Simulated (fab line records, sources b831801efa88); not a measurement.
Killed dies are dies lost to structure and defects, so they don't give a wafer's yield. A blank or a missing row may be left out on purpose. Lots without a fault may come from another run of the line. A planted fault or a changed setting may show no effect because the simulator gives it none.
Which tool did it? | flow sky130 | 11 lots, 33 wafers sampled, at 2 steps of a route of 708

WHAT THE GAUGES READ, wafer by wafer
SKY_VIA3_CD_MEAS_12: target cd 200 nm. Usual: cd_nm 200.2 nm, standard deviation 1.4.
lot  | measured     | on        | cd_nm (nm)        | flag
L396 | day 40 14:43 | cd_sem-02 | 200.4 201.7 202.8 |
L399 | day 41 11:42 | cd_sem-01 | 199.9 198.4 199.0 |
L400 | day 41 17:22 | cd_sem-01 | 200.4 199.3 200.3 |
L401 | day 42 03:52 | cd_sem-02 | 200.1 200.8 200.8 |
L402 | day 42 17:13 | cd_sem-02 | 199.8 200.7 199.1 |
L404 | day 43 13:12 | cd_sem-02 | 202.5 201.8 201.8 |
L405 | day 43 16:16 | cd_sem-02 | 198.7 198.9 197.4 |
L411 | day 44 20:00 | cd_sem-01 | 201.3 201.9 200.7 |
L412 | day 45 01:30 | cd_sem-02 | 200.4 199.4 200.3 |
L416 | day 46 03:39 | cd_sem-02 | 198.4 197.2 197.6 |
L418 | day 46 10:36 | cd_sem-01 | 199.9 200.0 199.9 |

WHICH TOOL RAN EACH LOT (tool, then ch and the chambers of the sampled wafers, then the start)
lot  | SKY_METAL3_DESCUM_15
L396 | rie_metal-02 ch 0,1, day 39 11:42
L399 | rie_metal-01 ch 0, day 40 10:03
L400 | rie_metal-04 ch 0,1, day 40 16:11
L401 | rie_metal-04 ch 0,1, day 41 01:52
L402 | rie_metal-01 ch 0,1, day 41 15:54
L404 | rie_metal-04 ch 0,1, day 42 11:48
L405 | rie_metal-02 ch 0,1, day 42 15:15
L411 | rie_metal-02 ch 0,1, day 43 19:41
L412 | rie_metal-01 ch 0,1, day 44 01:26
L416 | rie_metal-02 ch 0,1, day 45 03:59
L418 | rie_metal-02 ch 1, day 45 10:53
- SKY_METAL3_DESCUM_15: chemistry O2, time 8 s.

WHAT THE TOOLS THEMSELVES READ (means of the sampled wafers that have a number; where no wafer has one, the mark that the record gives instead)
SKY_METAL3_DESCUM_15. Usual: chamber_pressure_mTorr 10.000 mTorr, standard deviation 0.0085; drypump_motor_current_A 5.8 A, standard deviation 0.39; oes_product_au 0.997 a.u., standard deviation 0.0092.
lot  | tool         | chamber_pressure_mTorr (mTorr) | drypump_motor_current_A (A) | oes_product_au (a.u.) | flag
L396 | rie_metal-02 | 10.005                         | 6.1                         | 1.001                 |
L399 | rie_metal-01 | 9.997                          | 5.6                         | 0.993                 |
L400 | rie_metal-04 | 10.008                         | 5.7                         | 0.994                 |
L401 | rie_metal-04 | 9.995                          | 5.8                         | 0.991                 |
L402 | rie_metal-01 | 9.993                          | 5.5                         | 0.994                 |
L404 | rie_metal-04 | 10.001                         | 5.7                         | 0.988                 |
L405 | rie_metal-02 | 9.991                          | 6.1                         | 1.004                 |
L411 | rie_metal-02 | 10.003                         | 6.1                         | 1.006                 |
L412 | rie_metal-01 | 9.999                          | 5.3                         | 0.994                 |
L416 | rie_metal-02 | 9.998                          | 6.2                         | 0.996                 |
L418 | rie_metal-02 | 10.005                         | 6.3                         | 1.003                 |

THE ANSWER, worked out from the rows above alone
Rule: a lot is off if the mean of its wafers that have a number lies more than 3 standard deviations from the usual mean. A lot without any number at a reading at which 4 lots or more have one is off too. The other lots that the step has rows for count as sound. The gauges are gone through in route order, then the tools' own readings, and for those a lot's mean is taken as printed above. The first step at which some lot is off is used, and at that step the reading that is off furthest; a lot without a number counts as furthest.
No lot is off at any reading shown: from this, nothing can be told.

WHAT THE SIMULATOR HAD PUT IN
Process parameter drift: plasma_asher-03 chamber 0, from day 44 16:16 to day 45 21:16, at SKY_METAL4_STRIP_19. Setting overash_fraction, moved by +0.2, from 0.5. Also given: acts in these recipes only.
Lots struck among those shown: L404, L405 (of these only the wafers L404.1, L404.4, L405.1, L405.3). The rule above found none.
